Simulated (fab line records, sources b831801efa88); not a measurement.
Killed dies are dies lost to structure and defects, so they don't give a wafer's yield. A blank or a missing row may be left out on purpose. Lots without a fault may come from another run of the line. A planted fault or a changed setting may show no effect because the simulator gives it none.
One fault seen from 2 desks | flow gf180mcu | each desk has only its own numbers; what lay behind them comes last

THE METROLOGY DESK
What the gauges read, lot by lot, whatever tool the lot ran on: means of the sampled wafers that have a number. A lot is out of limits, marked OUT, if its mean lies more than 4 standard deviations from the usual mean; the brackets give that distance.
Columns: A = STI_OXIDATION_THK at GF_STI_THK_MEAS_02, usual 9.99 nm; B = STI_CVD_03_THK at GF_STI_THK_MEAS_04, usual 207.3 nm; C = cd_nm at GF_STI_CD_MEAS_12, usual 219.9 nm; D = STI_OXIDATION_01_THK at GF_STI_THK_MEAS_22, usual 15.01 nm; E = STI_CVD_23_THK at GF_STI_THK_MEAS_24, usual 650 nm; F = STI_OXIDATION_02_THK at GF_STI_THK_MEAS_30, usual 9.10 nm; G = DNWELL_TW at GF_DNWELL_TW_MEAS_09, usual 1347
lot  | first seen here | A     | B     | C     | D     | E   | F    | G
L454 | day 1 12:16     | 10.10 | 206.6 | 217.9 | 14.69 | 637 | 9.13 | 1335
L459 | day 2 12:31     | 10.05 | 204.0 | 220.1 | 14.87 | 660 | 8.81 | 1361
L471 | day 5 00:31     | 9.91  | 208.3 | 219.7 | 15.21 | 658 | 9.11 | 1344
L475 | day 5 21:09     | 10.04 | 206.8 | 223.4 | 15.34 | 648 | 9.11 | 1348
L476 | day 6 01:34     | 10.12 | 202.8 | 221.2 | 14.88 | 635 | 9.04 | 1351
This desk's finding: nothing out of limits on any of the 5 lots.

THE TOOL OWNER'S DESK: rie_diel-01
The tool's own readings at GF_STI_ETCH_13 (etches the open film in CHF3/O2, stops on Si, target depth 282.31 nm, time 112.9 s): means of the sampled wafers that have a number, for each lot that ran on this tool. A lot is out of limits, marked OUT, if its mean lies more than 4 standard deviations from the usual mean; the brackets give that distance.
Columns: A = drypump_motor_current_A at GF_STI_ETCH_13, usual 5.7 A; B = oes_product_au at GF_STI_ETCH_13, usual 0.832 a.u.; C = throttle_valve_pct at GF_STI_ETCH_13, usual 8.810 %
lot  | first seen here | A   | B     | C
L454 | day 2 02:22     | 6.0 | 0.830 | 8.811
L459 | day 3 02:56     | 6.0 | 0.825 | 8.812
L471 | day 5 16:49     | 5.8 | 0.822 | 8.807
This desk's finding: nothing out of limits on any of the 3 lots.

PUT TOGETHER
The metrology desk saw nothing out of limits.
The tool owner's desk saw nothing out of limits.

WHAT THE SIMULATOR HAD PUT IN
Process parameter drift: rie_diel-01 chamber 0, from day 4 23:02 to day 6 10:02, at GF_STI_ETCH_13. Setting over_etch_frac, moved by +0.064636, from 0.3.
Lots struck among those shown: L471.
